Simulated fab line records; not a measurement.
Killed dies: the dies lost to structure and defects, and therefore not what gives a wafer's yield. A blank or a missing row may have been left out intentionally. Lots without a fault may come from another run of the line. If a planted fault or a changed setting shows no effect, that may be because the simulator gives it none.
fab line records -- flow sky130
record lots=6, wafers=17, last_day=50
route steps=708 shown METAL4@627 VIA4@639 PAD_OPEN@708
lots that met no fault: taken from a fault-free run of the same line
start_h: hours from the record's opening day to when the first of the lot's shown wafers began -- wait_h: hours since the lot's step before -- " as in the row above -- L1.1+2: several wafers, shown together as one row -- - no value, or no start given -- * or withheld: withheld -- < > ~ a bound
route shown NAME@n: a module of which the file shows steps, and the number in the route of the first -- usual: the fault-free wafers' mean and standard deviation -- same: alike in all rows -- chamber/n: place in a boat -- sites: readings site by site -- _std_site: their standard deviation -- _edge_site: the outer-site mean with the inner-site mean subtracted -- radius_mm: how far each site lies from the wafer's centre -- mask NAME#n: copy n -- behind: the most recent tool/chamber to have shaped the wafer -- hold: cause of the lot's hold/its duration in hours/its outcome -- device: the transistor (n, p or np) that didn't switch -- end of line: tests run on the same wafers once the route is complete -- step lacking rows: just its recipe -- killed: count of dies lost to structure and defects at first sort (not the wafer's yield) -- map: the dies of a wafer, with x for killed, . for not killed, _ for no die there
set.NAME: setting as actually run; set.NAME@STEP: the setting as run at that earlier step -- model.NAME: the simulator's own value behind a step, which no gauge read
lots at selected steps of the route; one table per step, one row per wafer
services: the hour from which a tool's chamber was out of use, counted from the record's first day as start_h (under 0 if before that day), plus the number of hours and why
## steps
# step SKY_METAL4_PEB_11
# recipe peb_temp_c=withheld, peb_time_s=withheld, resist=KrF-thick
# step SKY_METAL4_DEVELOP_12
# recipe develop_time_s=60, resist=KrF-thick, dev_temp_c=21
# step SKY_METAL4_CD_MEAS_13
# recipe target_cd_nm=300
# usual cd_nm=300.1/1.4
lot.wafer,tool,chamber,start_h,wait_h,cd_nm
L450.2,cd_sem-02,-,1001.68,-,300.0
L450.4,cd_sem-02,-,1001.68,-,301.5
L450.6,cd_sem-02,-,1001.68,-,301.9
L451.4,cd_sem-01,-,1009.33,-,302.5
L451.5,cd_sem-01,-,1009.33,-,303.7
L451.6,cd_sem-01,-,1009.33,-,303.2
L453.1,cd_sem-01,-,1018.56,-,299.5
L453.3,cd_sem-01,-,1018.56,-,299.4
L453.4,cd_sem-01,-,1018.56,-,297.9
L459.2,cd_sem-02,-,1072.68,-,299.6
L459.3,cd_sem-02,-,1072.68,-,300.2
L459.4,cd_sem-02,-,1072.68,-,298.3
L464.3,cd_sem-01,-,1093.21,-,302.1
L464.4,cd_sem-01,-,1093.21,-,300.6
L464.5,cd_sem-01,-,1093.21,-,300.9
L467.3,cd_sem-02,-,1114.06,-,298.7
L467.5,cd_sem-02,-,1114.06,-,300.5
# step SKY_METAL4_OVL_MEAS_14
# usual METAL4_OVL=1/5.6
lot.wafer,tool,chamber,start_h,wait_h,METAL4_OVL[nm]
L450.2,overlay-01,-,1001.79,0.1,1
L450.4,overlay-01,-,1001.79,0.1,-3
L450.6,overlay-01,-,1001.79,0.1,-1
L451.4,overlay-01,-,1009.40,0.1,10
L451.5,overlay-01,-,1009.40,0.1,6
L451.6,overlay-01,-,1009.40,0.1,5
L453.1,overlay-01,-,1018.68,0.1,-1
L453.3,overlay-01,-,1018.68,0.1,-2
L453.4,overlay-01,-,1018.68,0.1,5
L459.2,overlay-02,-,1072.79,0.1,-2
L459.3,overlay-02,-,1072.79,0.1,-2
L459.4,overlay-02,-,1072.79,0.1,-5
L464.3,overlay-02,-,1093.30,0.1,1
L464.4,overlay-02,-,1093.30,0.1,-2
L464.5,overlay-02,-,1093.30,0.1,4
L467.3,overlay-01,-,1114.15,0.1,6
L467.5,overlay-01,-,1114.15,0.1,3
# step SKY_METAL4_DESCUM_15
# recipe chemistry=O2, source_power_w=150, bias_power_w=0, pressure_mtorr=10, temp_c=40, time_s=8
# usual drypump_motor_current_A=5.7/0.32, oes_product_au=1.004/0.011
lot.wafer,tool,chamber,start_h,wait_h,drypump_motor_current_A,oes_product_au,rf_hours_counter_h
L450.2,rie_metal-01,0,1001.82,0.0,5.7,0.995,15
L450.4,rie_metal-01,0,1001.82,0.0,5.7,0.996,-
L450.6,rie_metal-01,1,1001.82,0.0,5.9,1.022,-
L451.4,rie_metal-01,0,1009.43,0.0,5.7,1.003,-
L451.5,rie_metal-01,1,1009.43,0.0,5.8,1.013,-
L451.6,rie_metal-01,0,1009.43,0.0,5.7,1.005,-
L453.1,rie_metal-03,0,1018.72,0.0,5.5,0.991,22
L453.3,rie_metal-03,0,1018.72,0.0,5.5,0.993,-
L453.4,rie_metal-03,1,1018.72,0.0,6.3,0.986,-
L459.2,rie_metal-01,1,1072.82,0.0,5.8,1.015,22
L459.3,rie_metal-01,1,1072.82,0.0,5.8,1.019,-
L459.4,rie_metal-01,0,1072.82,0.0,5.7,1.003,-
L464.3,rie_metal-04,0,1093.34,0.0,5.5,1.009,-
L464.4,rie_metal-04,1,1093.34,0.0,5.2,0.993,-
L464.5,rie_metal-04,1,1093.34,0.0,5.1,0.990,-
L467.3,rie_metal-03,0,1114.18,0.0,5.4,0.992,-
L467.5,rie_metal-03,1,1114.18,0.0,6.3,0.991,-
# step SKY_METAL4_ETCH_16
# recipe chemistry=N2/H2, target=BARC, ion_energy_ev=200, bias_w=100, pressure_mtorr=30, n2_flow_sccm=100, h2_flow_sccm=200, icp_w=500, stop_on=SiO2, time_s=88.2, target_depth_a=600
# usual drypump_motor_current_A=5.7/0.32, oes_product_au=0.625/0.0046, throttle_valve_pct=13.205/0.0075
lot.wafer,tool,chamber,start_h,wait_h,drypump_motor_current_A,oes_product_au,rf_hours_counter_h,throttle_valve_pct
L450.2,rie_metal-01,0,1001.85,0.0,5.7,0.629,15,13.220
L450.4,rie_metal-01,0,1001.85,0.0,5.7,0.626,-,13.215
L450.6,rie_metal-01,1,1001.85,0.0,5.9,0.632,-,13.205
L451.4,rie_metal-01,0,1009.49,0.0,5.7,0.623,-,13.212
L451.5,rie_metal-01,1,1009.49,0.0,5.9,0.634,-,13.204
L451.6,rie_metal-01,0,1009.49,0.0,5.7,0.631,-,13.214
L453.1,rie_metal-03,0,1018.75,0.0,5.5,0.634,22,13.209
L453.3,rie_metal-03,0,1018.75,0.0,5.5,0.622,-,13.205
L453.4,rie_metal-03,1,1018.75,0.0,6.3,0.623,-,13.200
L459.2,rie_metal-01,1,1072.85,0.0,5.9,0.633,22,13.200
L459.3,rie_metal-01,1,1072.85,0.0,5.9,0.622,-,13.215
L459.4,rie_metal-01,0,1072.85,0.0,5.7,0.622,-,13.208
L464.3,rie_metal-04,0,1093.39,0.0,5.4,0.619,-,13.200
L464.4,rie_metal-04,1,1093.39,0.0,5.2,0.623,-,13.204
L464.5,rie_metal-04,1,1093.39,0.0,5.2,0.629,-,13.210
L467.3,rie_metal-03,0,1114.24,0.0,5.5,0.616,-,13.208
L467.5,rie_metal-03,1,1114.24,0.0,6.3,0.628,-,13.196
# step SKY_METAL4_ETCH_17
# recipe target=SiO2, stop_on=TiN, chemistry=C4F8/O2/Ar, source_w=1500, bias_w=1200, pressure_mtorr=40, c4f8_flow_sccm=withheld, O2_flow_sccm=6, Ar_flow_sccm=300, time_s=3.9, target_depth_a=150
# usual oes_product_au=0.752/0.0076
lot.wafer,tool,chamber,start_h,wait_h,oes_product_au,rf_hours_counter_h
L450.2,rie_diel-02,3,1001.95,0.1,0.753,12
L450.4,rie_diel-02,2,1001.95,0.1,0.759,29
L450.6,rie_diel-02,3,1001.95,0.1,0.759,-
L451.4,rie_diel-03,1,1009.55,0.0,0.740,8
L451.5,rie_diel-03,0,1009.55,0.0,0.754,-
L451.6,rie_diel-03,3,1009.55,0.0,0.744,-
L453.1,rie_diel-03,3,1018.85,0.1,0.746,2
L453.3,rie_diel-03,0,1018.85,0.1,0.750,4
L453.4,rie_diel-03,2,1018.85,0.1,0.749,23
L459.2,rie_diel-02,3,1072.95,0.1,0.737,15
L459.3,rie_diel-02,0,1072.95,0.1,0.757,18
L459.4,rie_diel-02,2,1072.95,0.1,0.761,0
L464.3,rie_diel-02,3,1093.46,0.0,0.735,16
L464.4,rie_diel-02,1,1093.46,0.0,0.753,-
L464.5,rie_diel-02,3,1093.46,0.0,0.770,-
L467.3,rie_diel-03,1,1114.30,0.0,0.743,12
L467.5,rie_diel-03,0,1114.30,0.0,0.747,-
# step SKY_METAL4_METAL_ETCH_18
# recipe target_depth_a=8450, stop_on=SiO2, over_etch_frac=0.3, time_s=183.1, chemistry=Cl2/BCl3, resist_sidewall_deg=88, pressure_mtorr=10, icp_w=900, bias_w=48.5, Cl2_flow_sccm=60, bcl3_flow_sccm=30
# usual drypump_motor_current_A=5.6/0.36, oes_product_au=0.865/0.0061, throttle_valve_pct=22.264/0.0091
lot.wafer,tool,chamber,start_h,wait_h,drypump_motor_current_A,oes_product_au,rf_hours_counter_h,throttle_valve_pct
L450.2,rie_metal-04,0,1001.97,0.0,5.5,0.866,17,22.256
L450.4,rie_metal-04,0,1001.97,0.0,5.5,0.873,-,22.261
L450.6,rie_metal-04,1,1001.97,0.0,5.2,0.871,-,22.265
L451.4,rie_metal-04,1,1009.63,0.1,5.2,0.864,-,22.262
L451.5,rie_metal-04,0,1009.63,0.1,5.4,0.857,-,22.261
L451.6,rie_metal-04,1,1009.63,0.1,5.2,0.862,-,22.249
L453.1,rie_metal-04,1,1018.87,0.0,5.2,0.876,14,22.279
L453.3,rie_metal-04,1,1018.87,0.0,5.2,0.866,-,22.268
L453.4,rie_metal-04,0,1018.87,0.0,5.4,0.864,-,22.252
L459.2,rie_metal-03,1,1072.97,0.0,6.3,0.872,16,22.246
L459.3,rie_metal-03,1,1072.97,0.0,6.3,0.878,-,22.262
L459.4,rie_metal-03,0,1072.97,0.0,5.5,0.862,-,22.271
L464.3,rie_metal-03,1,1093.59,0.1,6.3,0.866,-,22.268
L464.4,rie_metal-03,1,1093.59,0.1,6.3,0.855,-,22.277
L464.5,rie_metal-03,1,1093.59,0.1,6.3,0.850,-,22.264
L467.3,rie_metal-01,1,1114.38,0.1,5.9,0.870,-,22.251
L467.5,rie_metal-01,0,1114.38,0.1,5.7,0.872,-,22.263
# step SKY_METAL4_STRIP_19
# recipe chemistry=O2/N2, power_w=1400, pressure_mtorr=1500, platen_temp_c=withheld, o2_flow_sccm=3000, n2_flow_sccm=300, overash_fraction=0.5
# step SKY_METAL4_STRIP_20
# recipe chemistry=post_etch_residue_remover, time_s=1200, temp_c=72.5
# step SKY_METAL4_CLEAN_21
# recipe chemistry=IPA, time_s=180, temp_c=25
# step SKY_METAL4_CLEAN_22
# recipe chemistry=O3/DIW, dry=n2_spin
# step SKY_VIA4_HDPCVD_00
# recipe material=SiO2, target_thk_nm=1750, sigma_open_frac=0.3, time_s=291.7, temp_c=400, sih4_flow_sccm=60, pressure_mtorr=6
# usual run_length_s=319.5/0.58
lot.wafer,tool,chamber,start_h,wait_h,run_length_s,model.SiO2_of_VIA4_HDPCVD_00.thk_nm
L450.2,hdpcvd-01,0,1002.74,0.0,319.3,1758
L450.4,hdpcvd-01,2,1002.74,0.0,320.3,1756
L450.6,hdpcvd-01,0,1002.74,0.0,319.2,1764
L451.4,hdpcvd-02,0,1010.43,0.1,319.2,1769
L451.5,hdpcvd-02,2,1010.43,0.1,319.7,1753
L451.6,hdpcvd-02,1,1010.43,0.1,318.6,1746
L453.1,hdpcvd-02,2,1019.64,0.0,319.7,1732
L453.3,hdpcvd-02,1,1019.64,0.0,318.9,1757
L453.4,hdpcvd-02,1,1019.64,0.0,319.5,1756
L459.2,hdpcvd-01,2,1073.74,0.0,319.9,1796
L459.3,hdpcvd-01,0,1073.74,0.0,319.3,1783
L459.4,hdpcvd-01,0,1073.74,0.0,319.4,1784
L464.3,hdpcvd-02,0,1094.42,0.0,319.1,1741
L464.4,hdpcvd-02,0,1094.42,0.0,319.3,1734
L464.5,hdpcvd-02,1,1094.42,0.0,265.2,1405
L467.3,hdpcvd-02,0,1115.16,0.0,318.5,1756
L467.5,hdpcvd-02,1,1115.16,0.0,265.5,1437
# step SKY_VIA4_THK_MEAS_01
# recipe reads=SiO2_of_VIA4_HDPCVD_00
# usual VIA4_HDPCVD_THK=1752/17
lot.wafer,tool,chamber,start_h,wait_h,VIA4_HDPCVD_THK[nm]
L450.2,film_metro-04,-,1003.02,0.2,1759
L450.4,film_metro-04,-,1003.02,0.2,1758
L450.6,film_metro-04,-,1003.02,0.2,1764
L451.4,film_metro-02,-,1010.55,0.0,1770
L451.5,film_metro-02,-,1010.55,0.0,1752
L451.6,film_metro-02,-,1010.55,0.0,1745
L453.1,film_metro-04,-,1019.81,0.1,1732
L453.3,film_metro-04,-,1019.81,0.1,1757
L453.4,film_metro-04,-,1019.81,0.1,1756
L459.2,film_metro-01,-,1073.92,0.1,1797
L459.3,film_metro-01,-,1073.92,0.1,1783
L459.4,film_metro-01,-,1073.92,0.1,1784
L464.3,film_metro-01,-,1094.62,0.1,1742
L464.4,film_metro-01,-,1094.62,0.1,1735
L464.5,film_metro-01,-,1094.62,0.1,1405
L467.3,film_metro-01,-,1115.36,0.1,1756
L467.5,film_metro-01,-,1115.36,0.1,1436
# step SKY_VIA4_CMP_02
# recipe material=SiO2, down_force_psi=4, platen_rpm=60, pad_velocity_m_s=0.94248
# usual motor_current_A=11.6/1.6
lot.wafer,tool,chamber,start_h,wait_h,motor_current_A
L450.4,cmp-02,1,1003.07,0.0,9.7
L450.2,cmp-02,3,1003.07,0.0,11.6
L450.6,cmp-02,1,1003.07,0.0,9.5
L451.4,cmp-01,1,1010.58,0.0,11.5
L451.5,cmp-01,1,1010.58,0.0,11.7
L451.6,cmp-01,2,1010.58,0.0,11.1
L453.4,cmp-02,2,1019.87,0.0,10.7
L453.3,cmp-02,0,1019.87,0.0,12.0
L453.1,cmp-02,1,1019.87,0.0,9.7
L459.3,cmp-02,2,1073.97,0.0,11.5
L459.4,cmp-02,0,1073.97,0.0,12.2
L459.2,cmp-02,1,1073.97,0.0,10.0
L464.3,cmp-02,2,1095.32,0.7,10.9
L464.4,cmp-02,0,1095.32,0.7,13.4
L464.5,cmp-02,3,1095.32,0.7,11.4
L467.3,cmp-02,1,1115.50,0.1,9.8
L467.5,cmp-02,3,1115.50,0.1,11.5
# step SKY_PAD_OPEN_PROBE_99
# usual defect_limited_yield=82.3/1.8, killed_at_M0_to_M3=43/6, killed_at_M4_up=3.2/1.9, killed_at_contacts=25/5.4, killed_at_front_end=15/4.5, killed_at_other=0.3/0.59, killed_dies=87/8.7, killed_open=47/6.7, killed_short=39/5.7, sort_bin_3_pad_short=0.9/0.43, sort_bin_5_function=10.4/1.4, sort_bin_6_memory=6.4/1.2, sort_n_pass=405/8.7, sort_yield_pct=82.3/1.8
# same gross_dies=492, killed_at_back_side=0, sort_bin_4_leakage[%]=0, sort_bin_8_speed[%]=0
lot.wafer,tool,chamber,start_h,wait_h,defect_limited_yield[%],killed_at_M0_to_M3,killed_at_M4_up,killed_at_contacts,killed_at_front_end,killed_at_other,killed_dies,killed_open,killed_short,sort_bin_3_pad_short[%],sort_bin_5_function[%],sort_bin_6_memory[%],sort_n_pass,sort_yield_pct[%]
L459.3,prober-02,-,1160.09,0.2,81.3,48,4,22,17,1,92,52,39,0.4,10.6,7.7,400,81.3
# killed by level:class
L459.3 VIA1:geometric_particle:open=11 CONTACT:geometric_particle:open=10 VIA3:geometric_particle:open=7 VIA2:geometric_particle:open=6 LI_CONTACT:geometric_particle:open=6 FIELD_ISO:geometric_particle:short=5 METAL2:geometric_particle:short=5 METAL1:geometric_particle:short=4
## services
tool,chamber,start_h,hours,kind
cmp-01,-,992.15,5.2,pm
hdpcvd-01,1,998.53,4.5,repair
rie_metal-04,-,1023.55,2.8,pm
rie_diel-03,2,1039.15,12.6,repair
cmp-02,-,1039.37,6.2,repair
rie_diel-02,2,1046.22,-,clean
rie_diel-02,2,1046.22,23.2,scheduled_down
rie_diel-02,2,1046.22,23.2,vent_cycle
cmp-01,-,1047.96,0.6,repair
rie_diel-03,3,1068.70,7.0,repair
cmp-02,-,1070.79,0.6,repair
rie_diel-03,0,1080.12,2.6,repair
rie_metal-03,0,1082.60,-,clean
rie_metal-03,0,1082.60,16.9,scheduled_down
rie_metal-03,0,1082.60,16.9,vent_cycle
rie_diel-02,2,1089.08,32.1,repair
cmp-01,-,1092.98,4.0,pm
cmp-01,-,1096.98,-,consumable_replace:conditioner
cmp-01,-,1096.98,-,consumable_replace:pad
cmp-01,-,1097.64,1.1,repair
cmp-01,-,1098.88,1.0,repair
hdpcvd-01,0,1100.66,5.1,repair
rie_diel-02,0,1102.04,13.7,repair
hdpcvd-01,0,1106.71,3.4,repair
## key
first_sign step=SKY_VIA4_HDPCVD_00, reading=run_length_s, direction=down, sigmas=94, usual=*, struck=*
effect step=SKY_VIA4_THK_MEAS_01, reading=VIA4_HDPCVD_THK, direction=down, sigmas=19, usual=1752, struck=1421
model_effect step=SKY_VIA4_HDPCVD_00, value=SiO2_of_VIA4_HDPCVD_00.thk_nm, without=1740, struck=1421
met_at SKY_VIA4_HDPCVD_00
struck_wafers L464.5,L467.5
onset_between 1019.64 1094.42
fault kind=process_parameter_drift, tool=hdpcvd-02, chamber=-, onset_h=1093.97, steps=SKY_VIA4_HDPCVD_00, channel=time_s, offset=*, shape=step, end_h=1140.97, scope=struck_wafers_only, acts_in=*, stated=*
